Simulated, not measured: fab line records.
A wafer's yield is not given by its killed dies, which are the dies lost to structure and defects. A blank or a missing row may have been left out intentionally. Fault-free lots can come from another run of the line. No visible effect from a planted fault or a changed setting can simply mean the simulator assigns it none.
fab line records -- flow gf180mcu
[record] lots = 14, wafers = 42, lastDay = 34
route steps=602 shown CONTACT@313 M1@315
lots that met no fault: taken from a fault-free run of the same line
startH: the number of hours between the record's first day and the start of the first shown wafer of the lot -- waitH: how many hours have passed since the lot's step before this one -- " same as the row above -- L1.1+2: a row that stands for several wafers -- - no value present, or no start provided -- * or withheld: withheld -- < > ~ a bound
route shown NAME@n: NAME is a module with steps in the file, n the number in the route of the first one -- usual: the fault-free wafers' mean and standard deviation -- same: alike in all rows -- chamber/n: place in a boat -- sites: per-site readings -- _std_site: how widely they spread, as a standard deviation -- _edge_site: outer sites' mean less inner sites' -- radiusMm: how far each site lies from the wafer's centre -- mask NAME#n: copy n -- behind: the last tool/chamber to shape the wafer -- hold: what put the lot on hold/how long, in hours/how the hold closed -- device: whichever transistor did not switch (one of n, p or np) -- end of line: the tests these same wafers got at the end of their route -- a step without rows: its recipe alone -- killed: the dies lost at the first sort to structure and to defects; this is not the yield of the wafer -- map: dies across one wafer; x = killed, . = not, _ = none there
set.NAME: the setting as run; set.NAME@STEP: as run at that earlier step -- model.NAME: the simulator's own value behind a step, which no gauge read
steps of the route over a sample of lots; a table a step, a row a wafer
services: the hour from which a tool's chamber was out of use, counted from the record's first day as startH (under 0 if before that day), plus the number of hours and why
[[steps]]
[step GF_CONTACT_THK_MEAS_26]
[recipe] thkMeasGauge = xrf, reads = W_of_CONTACT_CVD_24
[usual] CONTACT_W_THK = 300/4
lot.wafer,tool,chamber,startH,waitH,CONTACT_W_THK[nm]
L283.2,filmMetro-03,-,365.27,0.1,305
L283.4,filmMetro-03,-,365.27,0.1,306
L283.6,filmMetro-03,-,365.27,0.1,305
L284.2,filmMetro-01,-,370.12,0.1,299
L284.3,filmMetro-01,-,370.12,0.1,299
L284.5,filmMetro-01,-,370.12,0.1,297
L285.3,filmMetro-03,-,384.38,0.1,301
L285.4,filmMetro-03,-,384.38,0.1,309
L285.6,filmMetro-03,-,384.38,0.1,304
L287.1,filmMetro-04,-,400.44,0.1,300
L287.2,filmMetro-04,-,400.44,0.1,295
L287.6,filmMetro-04,-,400.44,0.1,299
L288.4,filmMetro-03,-,409.44,0.1,304
L288.5,filmMetro-03,-,409.44,0.1,308
L288.6,filmMetro-03,-,409.44,0.1,301
L290.1,filmMetro-01,-,426.05,0.1,299
L290.2,filmMetro-01,-,426.05,0.1,298
L290.3,filmMetro-01,-,426.05,0.1,300
L295.1,filmMetro-01,-,472.70,0.1,297
L295.3,filmMetro-01,-,472.70,0.1,299
L295.6,filmMetro-01,-,472.70,0.1,296
L296.3,filmMetro-04,-,476.45,0.1,301
L296.4,filmMetro-04,-,476.45,0.1,303
L296.5,filmMetro-04,-,476.45,0.1,300
L297.1,filmMetro-04,-,487.03,0.1,302
L297.2,filmMetro-04,-,487.03,0.1,298
L297.6,filmMetro-04,-,487.03,0.1,301
L299.1,filmMetro-01,-,505.95,0.1,304
L299.3,filmMetro-01,-,505.95,0.1,294
L299.6,filmMetro-01,-,505.95,0.1,296
L300.3,filmMetro-04,-,516.47,0.1,303
L300.5,filmMetro-04,-,516.47,0.1,306
L300.6,filmMetro-04,-,516.47,0.1,293
L304.3,filmMetro-03,-,538.16,0.1,300
L304.5,filmMetro-03,-,538.16,0.1,295
L304.6,filmMetro-03,-,538.16,0.1,298
L305.2,filmMetro-04,-,547.02,0.1,292
L305.4,filmMetro-04,-,547.02,0.1,296
L305.6,filmMetro-04,-,547.02,0.1,289
L306.2,filmMetro-01,-,558.43,0.1,299
L306.3,filmMetro-01,-,558.43,0.1,295
L306.6,filmMetro-01,-,558.43,0.1,299
[step GF_M1_SPUTTER_00]
[recipe] material = Ti, targetThkNm = 37.5, arrivingIonEnergyEv = 80, substrateTempC = 200, chamberPressurePa = 2, powerW = 4000, timeS = 150
[usual] cathodeDcPowerW = 3999.9/0.76, throttleValvePct = 30.2/1.2
lot.wafer,tool,chamber,startH,waitH,cathodeDcPowerW,throttleValvePct
L283.2,pvdSputter-02,-,365.62,0.2,4002.4,31.9
L283.4,pvdSputter-02,-,365.62,0.2,3998.8,31.2
L283.6,pvdSputter-02,-,365.62,0.2,4000.6,30.0
L284.2,pvdSputter-04,-,370.47,0.2,4000.3,31.1
L284.3,pvdSputter-04,-,370.47,0.2,4000.6,30.0
L284.5,pvdSputter-04,-,370.47,0.2,3999.8,30.9
L285.3,pvdSputter-01,-,384.72,0.1,3999.4,29.2
L285.4,pvdSputter-01,-,384.72,0.1,3999.4,30.2
L285.6,pvdSputter-01,-,384.72,0.1,4001.7,30.1
L287.1,pvdSputter-01,-,400.80,0.1,3999.6,30.3
L287.2,pvdSputter-01,-,400.80,0.1,3999.2,30.2
L287.6,pvdSputter-01,-,400.80,0.1,4000.0,29.2
L288.4,pvdSputter-02,-,409.77,0.1,3999.3,31.8
L288.5,pvdSputter-02,-,409.77,0.1,3999.6,31.8
L288.6,pvdSputter-02,-,409.77,0.1,4000.3,31.8
L290.1,pvdSputter-02,-,426.41,0.2,3999.1,31.8
L290.2,pvdSputter-02,-,426.41,0.2,3999.3,31.7
L290.3,pvdSputter-02,-,426.41,0.2,4000.6,30.0
L295.1,pvdSputter-01,-,473.06,0.2,4000.0,28.1
L295.3,pvdSputter-01,-,473.06,0.2,3998.9,28.9
L295.6,pvdSputter-01,-,473.06,0.2,4001.6,28.0
L296.3,pvdSputter-02,-,476.79,0.1,3999.5,31.8
L296.4,pvdSputter-02,-,476.79,0.1,4000.8,30.2
L296.5,pvdSputter-02,-,476.79,0.1,3998.8,31.1
L297.1,pvdSputter-02,-,487.39,0.2,4000.1,31.3
L297.2,pvdSputter-02,-,487.39,0.2,3999.6,32.0
L297.6,pvdSputter-02,-,487.39,0.2,4001.5,31.3
L299.1,pvdSputter-01,-,506.31,0.1,3999.7,28.9
L299.3,pvdSputter-01,-,506.31,0.1,4000.1,30.2
L299.6,pvdSputter-01,-,506.31,0.1,3999.0,30.0
L300.3,pvdSputter-01,-,516.81,0.2,3999.0,30.4
L300.5,pvdSputter-01,-,516.81,0.2,3999.8,28.9
L300.6,pvdSputter-01,-,516.81,0.2,4000.3,27.5
L304.3,pvdSputter-04,-,538.50,0.1,3999.8,28.6
L304.5,pvdSputter-04,-,538.50,0.1,4000.1,28.8
L304.6,pvdSputter-04,-,538.50,0.1,4000.3,29.8
L305.2,pvdSputter-01,-,547.37,0.2,4000.4,27.9
L305.4,pvdSputter-01,-,547.37,0.2,4000.0,30.3
L305.6,pvdSputter-01,-,547.37,0.2,3998.7,30.0
L306.2,pvdSputter-02,-,558.78,0.2,3999.9,31.7
L306.3,pvdSputter-02,-,558.78,0.2,4001.0,31.8
L306.6,pvdSputter-02,-,558.78,0.2,4000.7,31.8
[step GF_M1_THK_MEAS_06]
[recipe] thkMeasGauge = xrf, reads = AlCu_of_M1_SPUTTER_02
[usual] M1_ALCU_THK = 449/5.4
lot.wafer,tool,chamber,startH,waitH,M1_ALCU_THK[nm]
L283.2,filmMetro-02,-,365.97,0.1,453
L283.4,filmMetro-02,-,365.97,0.1,448
L283.6,filmMetro-02,-,365.97,0.1,447
L284.2,filmMetro-03,-,370.82,0.1,447
L284.3,filmMetro-03,-,370.82,0.1,449
L284.5,filmMetro-03,-,370.82,0.1,448
L285.3,filmMetro-03,-,385.08,0.1,442
L285.4,filmMetro-03,-,385.08,0.1,446
L285.6,filmMetro-03,-,385.08,0.1,447
L287.1,filmMetro-02,-,401.14,0.1,453
L287.2,filmMetro-02,-,401.14,0.1,455
L287.6,filmMetro-02,-,401.14,0.1,444
L288.4,filmMetro-01,-,410.14,0.1,456
L288.5,filmMetro-01,-,410.14,0.1,459
L288.6,filmMetro-01,-,410.14,0.1,455
L290.1,filmMetro-03,-,426.75,0.1,446
L290.2,filmMetro-03,-,426.75,0.1,442
L290.3,filmMetro-03,-,426.75,0.1,445
L295.1,filmMetro-02,-,473.40,0.1,442
L295.3,filmMetro-02,-,473.40,0.1,441
L295.6,filmMetro-02,-,473.40,0.1,444
L296.3,filmMetro-02,-,477.15,0.1,453
L296.4,filmMetro-02,-,477.15,0.1,448
L296.5,filmMetro-02,-,477.15,0.1,451
L297.1,filmMetro-02,-,487.73,0.1,457
L297.2,filmMetro-02,-,487.73,0.1,457
L297.6,filmMetro-02,-,487.73,0.1,454
L299.1,filmMetro-01,-,506.65,0.1,449
L299.3,filmMetro-01,-,506.65,0.1,454
L299.6,filmMetro-01,-,506.65,0.1,453
L300.3,filmMetro-01,-,517.17,0.1,455
L300.5,filmMetro-01,-,517.17,0.1,449
L300.6,filmMetro-01,-,517.17,0.1,450
L304.3,filmMetro-01,-,538.86,0.1,460
L304.5,filmMetro-01,-,538.86,0.1,451
L304.6,filmMetro-01,-,538.86,0.1,461
L305.2,filmMetro-03,-,547.72,0.1,441
L305.4,filmMetro-03,-,547.72,0.1,448
L305.6,filmMetro-03,-,547.72,0.1,445
L306.2,filmMetro-02,-,559.13,0.1,437
L306.3,filmMetro-02,-,559.13,0.1,446
L306.6,filmMetro-02,-,559.13,0.1,438
[step GF_M1_EXPOSE_11]
[recipe] maskId = Metal1, targetCdNm = 230, na = 0.68, sourceShape = conventional, sigmaOuter = 0.6, doseMj = 28
[usual] exposureDoseMJCm2 = 28.005/0.029, focusOffsetNm = -0.1/0.5
lot.wafer,tool,chamber,startH,waitH,mask,exposureDoseMJCm2,focusOffsetNm
L283.2,krfScanner-01,0,377.58,-,Metal1#0,28.000,0.5
L283.4,krfScanner-01,0,377.58,-,Metal1#0,28.005,0.1
L283.6,krfScanner-01,0,377.58,-,Metal1#0,28.017,0.5
L284.2,krfScanner-01,0,382.44,-,Metal1#0,27.987,0.4
L284.3,krfScanner-01,0,382.44,-,Metal1#0,28.041,0.2
L284.5,krfScanner-01,0,382.44,-,Metal1#0,27.958,0.5
L285.3,krfScanner-02,0,396.14,-,Metal1#0,28.019,-0.3
L285.4,krfScanner-02,0,396.14,-,Metal1#0,27.968,0.1
L285.6,krfScanner-02,0,396.14,-,Metal1#0,27.971,-0.3
L287.1,krfScanner-01,0,413.48,-,Metal1#0,27.973,-0.3
L287.2,krfScanner-01,0,413.48,-,Metal1#0,27.992,-0.6
L287.6,krfScanner-01,0,413.48,-,Metal1#0,27.993,0.0
L288.4,krfScanner-02,0,421.60,-,Metal1#0,28.011,0.2
L288.5,krfScanner-02,0,421.60,-,Metal1#0,28.024,-0.7
L288.6,krfScanner-02,0,421.60,-,Metal1#0,28.017,-0.1
L290.1,krfScanner-02,0,438.71,-,Metal1#0,28.023,0.0
L290.2,krfScanner-02,0,438.71,-,Metal1#0,27.995,0.4
L290.3,krfScanner-02,0,438.71,-,Metal1#0,28.017,1.2
L295.1,krfScanner-02,0,485.87,-,Metal1#0,28.025,-0.3
L295.3,krfScanner-02,0,485.87,-,Metal1#0,27.994,-0.3
L295.6,krfScanner-02,0,485.87,-,Metal1#0,28.000,-0.2
L296.3,krfScanner-02,-,489.31,-,Metal1#0,-,-
L296.4,krfScanner-02,-,489.31,-,Metal1#0,-,-
L296.5,krfScanner-02,-,489.31,-,Metal1#0,-,-
L297.1,krfScanner-01,-,499.98,-,Metal1#0,-,-
L297.2,krfScanner-01,-,499.98,-,Metal1#0,-,-
L297.6,krfScanner-01,-,499.98,-,Metal1#0,-,-
L299.1,krfScanner-02,0,517.77,-,Metal1#0,28.022,-0.8
L299.3,krfScanner-02,0,517.77,-,Metal1#0,28.014,-0.4
L299.6,krfScanner-02,0,517.77,-,Metal1#0,27.994,0.2
L300.3,krfScanner-02,0,528.71,-,Metal1#0,28.013,0.6
L300.5,krfScanner-02,0,528.71,-,Metal1#0,27.993,0.5
L300.6,krfScanner-02,0,528.71,-,Metal1#0,27.998,0.2
L304.3,krfScanner-02,0,550.51,-,Metal1#0,27.955,-0.6
L304.5,krfScanner-02,0,550.51,-,Metal1#0,27.973,0.5
L304.6,krfScanner-02,0,550.51,-,Metal1#0,27.969,0.0
L305.2,krfScanner-01,0,559.16,-,Metal1#0,27.988,-0.3
L305.4,krfScanner-01,0,559.16,-,Metal1#0,27.930,0.7
L305.6,krfScanner-01,0,559.16,-,Metal1#0,27.966,0.4
L306.2,krfScanner-02,0,569.81,-,Metal1#0,28.023,0.4
L306.3,krfScanner-02,0,569.81,-,Metal1#0,27.998,0.1
L306.6,krfScanner-02,0,569.81,-,Metal1#0,28.015,-0.2
[[services]]
tool,chamber,startH,hours,kind
krfScanner-01,-,369.76,0.3,repair
krfScanner-02,-,388.49,0.8,pm
pvdSputter-02,-,410.41,4.9,repair
krfScanner-01,-,424.66,7.2,pm
krfScanner-02,-,432.54,3.6,pm
krfScanner-01,-,434.09,0.6,repair
krfScanner-02,-,439.14,11.1,repair
krfScanner-02,-,450.25,1.0,pm
pvdSputter-01,-,450.64,0.9,repair
krfScanner-02,-,459.27,1.3,pm
pvdSputter-04,-,465.95,21.9,repair
krfScanner-01,-,473.95,3.0,repair
pvdSputter-04,-,477.51,10.6,repair
krfScanner-01,-,488.37,1.0,pm
krfScanner-01,-,489.54,0.8,pm
pvdSputter-02,-,490.61,0.8,repair
pvdSputter-02,-,502.87,13.0,repair
krfScanner-01,-,504.01,1.3,pm
krfScanner-01,-,526.47,13.7,repair
krfScanner-01,-,540.16,4.4,pm
krfScanner-01,-,544.54,4.4,pm
krfScanner-02,-,557.20,0.8,pm
pvdSputter-02,-,566.49,4.0,repair
pvdSputter-02,-,569.58,3.6,repair
[[key]]
[firstSign] step = GF_M1_EXPOSE_11, reading = toolRecord, direction = missing
effect none on later readings
metAt GF_M1_EXPOSE_11
struckLots L296,L297
laterRowsLeftOut L296.3,L296.4,L296.5,L297.1,L297.2,L297.6
sortLeftOut L296.3,L296.4,L296.5,L297.1,L297.2,L297.6
notActingAt GF_CONTACT_THK_MEAS_26,GF_M1_SPUTTER_00,GF_M1_THK_MEAS_06
onsetBetween 485.87 489.31
[fault] kind = skippedStepWhole, tool = krfScanner-01,krfScanner-02, chamber = -, onsetH = 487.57, steps = GF_M1_EXPOSE_11, scope = struckLotsOnly
// sortLeftOut: the simulated sort isn't trusted on such a fault, so these wafers' sort isn't shown, and their yield isn't known
// laterRowsLeftOut: the simulator's readings of these wafers behind a module that went badly wrong aren't trusted and aren't shown, but for the sort
